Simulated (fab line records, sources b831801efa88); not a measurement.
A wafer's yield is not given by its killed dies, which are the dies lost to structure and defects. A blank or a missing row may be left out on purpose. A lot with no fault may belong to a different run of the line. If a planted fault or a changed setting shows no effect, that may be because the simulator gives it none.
A struck lot beside a sound one	flow sfq-line	21 out of 325 route steps
Sound: these wafers, L555.4, L555.5, L555.6. The struck wafers were L560.2, L560.3, L560.6. The cause is given at the end.
Per side, at each step with rows, come the tool, then ch with its chambers, and then its first start. Under that, the readings that differ: sound wafers	struck wafers	difference of the means	sigmas: that difference in standard deviations of wafers without a fault.
alike: words and numbers the same on both sides, and readings whose means are apart by under 2 such deviations; not compared: readings that were withheld, readings missing a value for some wafer, numbers with overlapping values and no deviation given by the record, and bounds like >300 which may hide the same value.
A row with sigmas, a row that says differs or no value, or rows on one side alone: a step with any of these is where the two part. When numbers do not overlap yet have no deviation, they are printed without sigmas and do not part them. A reading that every wafer of one side lacks parts them only if that side has two wafers or more.

first, 6 steps without rows for these wafers: SFQ_TRILAYER_L0_LITHO_COAT_010 (resist thk 62 nm); SFQ_TRILAYER_L0_LITHO_COAT_005 (resist thk 600 nm); SFQ_TRILAYER_L0_LITHO_SOFTBAKE_009; SFQ_TRILAYER_L0_LITHO_EXPOSE_006 (exposes mask L0, target cd 2000 nm); SFQ_TRILAYER_L0_LITHO_PEB_008 (peb time 60 s); SFQ_TRILAYER_L0_LITHO_DEVELOP_007 (time 60 s).
SFQ_TRILAYER_L0_BARC_OPEN_METAL_ETCH_010: etches BARC in O2, target depth 125 nm, time 41.7 s.
  sound on rie-metal-02 ch 0,1, day 6 19:00; struck on rie-metal-03 ch 0,1, day 8 02:11
  alike: drypump-motor-current-A, oes-product-au
  not compared: rf-hours-counter-h
SFQ_TRILAYER_L0_ETCH_METAL_ETCH_008: etches MoNx KI in SF6/O2, stops on SiO2, target depth 50 nm, time 25 s.
  sound on rie-metal-02 ch 0,1, day 6 19:04; struck on rie-metal-03 ch 0,1, day 8 02:14
  alike: drypump-motor-current-A, oes-product-au
  not compared: rf-hours-counter-h
SFQ_TRILAYER_L0_STRIP_STRIP_009: strips in O2.
  sound on rie-metal-02 ch 0,1, day 6 19:17; struck on rie-metal-03 ch 0,1, day 8 02:17
  alike: drypump-motor-current-A, oes-product-au
  not compared: rf-hours-counter-h
then, 3 steps without rows for these wafers: SFQ_TRILAYER_L0_STRIP_SOLV_CLEAN_010 (cleans in NMP, time 600 s); SFQ_TRILAYER_L0_CAP_PECVD_011 (deposits SiO2 from SiH4/N2O, time 13.333 s, target thk 60 nm); SFQ_TRILAYER_L0_VIA_LITHO_COAT_018 (resist thk 62 nm).
SFQ_TRILAYER_L0_VIA_LITHO_COAT_013: resist thk 650 nm.
  sound on litho-track-01 ch 0, day 6 20:20; struck on litho-track-01 ch 0, day 8 03:26
reading	sound	struck	difference	sigmas
spin-speed-rpm (rpm)	3001.0 2998.5 2998.0	2521.0 2519.4 2520.1	-479.0	-99 or more
model.KrF_of_TRILAYER_L0_VIA_LITHO_COAT_013.thk-nm (nm)	648.7 646.3 647.7	707.1 706.5 706.6	+59.2	
then, 4 steps without rows for these wafers: SFQ_TRILAYER_L0_VIA_LITHO_SOFTBAKE_017; SFQ_TRILAYER_L0_VIA_LITHO_EXPOSE_014 (exposes mask L0V, target cd 700 nm); SFQ_TRILAYER_L0_VIA_LITHO_PEB_016 (peb time 60 s); SFQ_TRILAYER_L0_VIA_LITHO_DEVELOP_015 (time 60 s).
-- the record jumps here: 4 days lie between the struck wafers' starts before and after --
SFQ_L0V_OVL_MEAS_903:
  struck on overlay-02, day 12 06:16; sound on overlay-02, day 11 01:28
  alike: L0V_OVL
SFQ_TRILAYER_L0_VIA_BARC_OPEN_VIA_ETCH_021: etches BARC in O2, target depth 125 nm, time 41.7 s.
  sound on rie-diel-01 ch 1,2,3, day 11 01:29; struck on rie-diel-02 ch 0,2,3, day 12 06:17
  alike: drypump-motor-current-A, oes-product-au
  not compared: rf-hours-counter-h
SFQ_TRILAYER_L0_VIA_ETCH_VIA_ETCH_016: etches SiO2 in CHF3, stops on MoNx KI, target depth 80 nm.
  sound on rie-diel-01 ch 1,2,3, day 11 01:32; struck on rie-diel-02 ch 0,2,3, day 12 06:20
reading	sound	struck	difference	sigmas
model.KrF_of_TRILAYER_L0_VIA_LITHO_COAT_013.thk-nm (nm)	560.3 558.3 559.4	618.9 617.8 618.3	+59.0	
  alike: drypump-motor-current-A, oes-product-au
SFQ_TRILAYER_L0_VIA_STRIP_STRIP_017: strips in O2.
  sound on rie-metal-02 ch 0,1, day 11 01:47; struck on rie-metal-01 ch 0,1, day 12 06:23
  alike: drypump-motor-current-A, oes-product-au
  not compared: rf-hours-counter-h

## WHERE THEY PART
SFQ_TRILAYER_L0_VIA_LITHO_COAT_013 only, going by this record. Later steps at which nothing parts them and some readings are alike: SFQ_L0V_OVL_MEAS_903, SFQ_TRILAYER_L0_VIA_BARC_OPEN_VIA_ETCH_021, SFQ_TRILAYER_L0_VIA_ETCH_VIA_ETCH_016, SFQ_TRILAYER_L0_VIA_STRIP_STRIP_017.

WHY: whatever the simulator had introduced
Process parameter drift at SFQ_TRILAYER_L0_VIA_LITHO_COAT_013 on litho-track-01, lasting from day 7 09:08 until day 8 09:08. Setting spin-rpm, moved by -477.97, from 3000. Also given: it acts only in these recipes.
